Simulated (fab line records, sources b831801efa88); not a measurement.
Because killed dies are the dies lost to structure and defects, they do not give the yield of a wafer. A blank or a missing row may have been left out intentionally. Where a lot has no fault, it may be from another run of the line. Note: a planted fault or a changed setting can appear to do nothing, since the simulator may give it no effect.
Matching of chambers + flow gf180mcu + 4 sister chambers for GF_CONTACT_CMP_27 on cmp-02
The step polishes, stops on SiO2, t overpolish 15 s, target thk 0 nm. 24 wafers are shown with their chamber, then 12 later ones without.

WAFERS, EACH WITH ITS CHAMBER
| wafer  | chamber | motor-current-A (A) | time-to-endpoint-s (s) | overpolish-run-s (s) |
|--------|---------|---------------------|------------------------|----------------------|
| L075.1 | 2       | 9.9                 | 69                     | 15.000               |
| L075.2 | 0       | 11.0                | 68                     | 14.992               |
| L075.3 | 1       | 9.8                 | 79                     | 15.004               |
| L076.1 | 2       | 10.1                | 65                     | 15.004               |
| L076.2 | 1       | 9.7                 | 76                     | 14.994               |
| L076.5 | 1       | 10.0                | 72                     | 15.004               |
| L078.2 | 2       | 10.1                | 70                     | 14.990               |
| L078.3 | 1       | 9.6                 | 78                     | 14.999               |
| L078.6 | 2       | 9.6                 | 67                     | 15.003               |
| L079.2 | 1       | 10.4                | 72                     | 15.008               |
| L079.4 | 0       | 11.4                | 68                     | 15.014               |
| L079.6 | 1       | 10.0                | 73                     | 14.994               |
| L080.1 | 1       | 9.6                 | 78                     | 14.992               |
| L080.2 | 2       | 10.1                | 66                     | 14.997               |
| L080.5 | 1       | 10.3                | 77                     | 14.990               |
| L084.1 | 3       | 10.4                | 70                     | 15.014               |
| L084.4 | 1       | 9.7                 | 76                     | 15.012               |
| L084.5 | 0       | 10.7                | 70                     | 14.994               |
| L086.2 | 0       | 10.4                | 72                     | 14.997               |
| L086.3 | 2       | 10.0                | 65                     | 14.985               |
| L086.6 | 3       | 10.8                | 67                     | 15.003               |
| L087.2 | 3       | 10.6                | 70                     | 15.013               |
| L087.3 | 0       | 11.1                | 68                     | 15.002               |
| L087.4 | 2       | 9.9                 | 65                     | 15.006               |

SIGNATURES (averages over the wafers above)
| reading            | chamber 0 | chamber 1 | chamber 2 | chamber 3 | scatter within a chamber |
|--------------------|-----------|-----------|-----------|-----------|--------------------------|
| motor-current-A    | 10.920    | 9.900     | 9.957     | 10.600    | 0.28                     |
| time-to-endpoint-s | 69.20     | 75.67     | 66.71     | 69.00     | 2.26                     |
| overpolish-run-s   | 14.99980  | 14.99967  | 14.99786  | 15.01000  | 0.00782                  |
Rule: for each reading, subtract the chamber's mean from the wafer's reading, divide by that reading's scatter and square the result; add these up over the readings and take the root, which gives the wafer's distance from the chamber. If the next closest chamber is less than 2 further off than the closest, the wafer can't be placed; otherwise it belongs to the closest. The scatter: the root of (the sum of the squares of (reading less its chamber's mean) over the shown wafers, divided by (wafers less chambers)).

WAFERS WHOSE CHAMBER IS MISSING
| wafer  | motor-current-A (A) | time-to-endpoint-s (s) | overpolish-run-s (s) |
|--------|---------------------|------------------------|----------------------|
| L088.1 | 9.6                 | 77                     | 15.011               |
| L088.2 | 9.6                 | 65                     | 14.995               |
| L088.5 | 10.1                | 69                     | 14.999               |
| L093.2 | 10.3                | 72                     | 14.998               |
| L093.3 | 9.9                 | 74                     | 15.010               |
| L093.5 | 9.7                 | 67                     | 15.008               |
| L095.2 | 9.5                 | 70                     | 15.009               |
| L095.5 | 9.9                 | 75                     | 14.993               |
| L095.6 | 10.6                | 70                     | 15.002               |
| L097.3 | 9.6                 | 80                     | 14.993               |
| L097.4 | 9.4                 | 69                     | 14.989               |
| L097.6 | 10.8                | 72                     | 14.997               |

CHAMBER TAKEN BY EACH
| wafer  | from the rows above               | in truth |
|--------|-----------------------------------|----------|
| L088.1 | 1                                 | 1        |
| L088.2 | 2                                 | 2        |
| L088.5 | can't be placed: 2 or 3 or 0 or 1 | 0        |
| L093.2 | can't be placed: 1 or 3 or 0 or 2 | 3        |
| L093.3 | can't be placed: 1 or 3           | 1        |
| L093.5 | can't be placed: 2 or 3           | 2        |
| L095.2 | can't be placed: 2 or 1 or 3      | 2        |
| L095.5 | 1                                 | 1        |
| L095.6 | can't be placed: 3 or 0 or 2      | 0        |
| L097.3 | 1                                 | 1        |
| L097.4 | can't be placed: 2 or 1           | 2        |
| L097.6 | can't be placed: 0 or 3           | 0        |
Placed correctly: 4 of 12. These rows do not allow placing 8 (true chamber among the candidates in 8). Placed wrongly: 0.
